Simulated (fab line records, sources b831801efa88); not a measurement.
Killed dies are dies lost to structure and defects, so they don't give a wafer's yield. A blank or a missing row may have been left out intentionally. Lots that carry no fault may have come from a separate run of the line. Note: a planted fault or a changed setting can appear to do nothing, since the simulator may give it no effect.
Code-filled problem report in 8D (eight disciplines) form ; flow sky130 ; the parts of the form that need people (team, actions taken, sign-off) are left out

## 1. THE PROBLEM
Wafers without a fault read 200.0 W, standard deviation 0.55; biasW at SKY_CONTACT_ETCH_18 reads a mean of 223.0 W on 6 wafers belonging to 2 lots. That puts it +42 standard deviations away from the usual mean.
The step: etches Si3N4 in CHF3/O2, stops on TiN, time 39 s, target depth 75 nm.
First seen on wafer L375.1, day 36 06:00, on rieDiel-01. The record has a number at this step for 39 wafers belonging to 13 lots. Rule for "out", or "out of limits": more than 4 standard deviations from the usual mean. Any other wafer with a number is counted as sound.

## 2. WHAT THIS IS AND IS NOT
question;is;is not
which readings at this step;biasW;drypumpMotorCurrentA, oesProductAu, throttleValvePct
which lots;L375, L377;L363, L365, L366, L367, L369, L370, L373, L378, L379, L381, L385
which wafers of those lots;all that have a number;-
read on which tools;rieDiel-01;rieDiel-02, rieDiel-03
when;from day 36 06:00;"up to then (21 sound wafers); but 12 sound wafers of L378, L379, L381, L385 came after"

## 3. SUSPECTS, AND WHAT RULES EACH OUT
Counting: any tool at a process step up to the reading is kept as a suspect provided that every lot that is out went through it and no sound lot did after the first of them.
- rieDiel-01 at SKY_CONTACT_ETCH_18 (etches Si3N4 in CHF3/O2, stops on TiN, time 39 s, target depth 75 nm): kept. Every lot that is out went through it, starting with L375 (day 36 06:00), and after that it ran no sound lot; the last sound lot it ran before then is L373 (day 35 08:00). Out on those wafers are its own readings of biasW.
The count leaves rieDiel-01 at SKY_CONTACT_ETCH_18.

## 4. THE CAUSE (what the simulator had put in)
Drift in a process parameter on rieDiel-01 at SKY_CONTACT_ETCH_18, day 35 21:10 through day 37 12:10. A move of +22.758 in setting biasW, from 200. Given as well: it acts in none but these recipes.
The count eliminated every tool but this one.

## 5. SEQUENCE OF EFFECTS, ordered by route
Rows list readings where the struck wafers' mean (over those with a number) sits beyond 3 standard deviations from the usual. Scope: only readings with a usual standard deviation given in the record; hours: median across lots of the time from each lot's start at the first step in this table that gives one to its start at this step; sigmas: change in usual standard deviations.
hours;step;reading;usual;on struck wafers;change;sigmas
0;SKY_CONTACT_ETCH_18;biasW;200.0 W;223.0;+23.0;+42
Process steps it contains:
- SKY_CONTACT_ETCH_18: etches Si3N4 in CHF3/O2, stops on TiN, time 39 s, target depth 75 nm.
Later measuring or inspecting steps at which every struck wafer that the step has a row for has a number for every such reading, and none has moved that far: SKY_METAL1_THK_MEAS_06, SKY_VIA1_THK_MEAS_23.

## 6. WHAT WOULD HAVE CAUGHT IT SOONER
First out-of-limits reading in this record: day 36 06:00, which is 9 hours after fault onset at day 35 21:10.
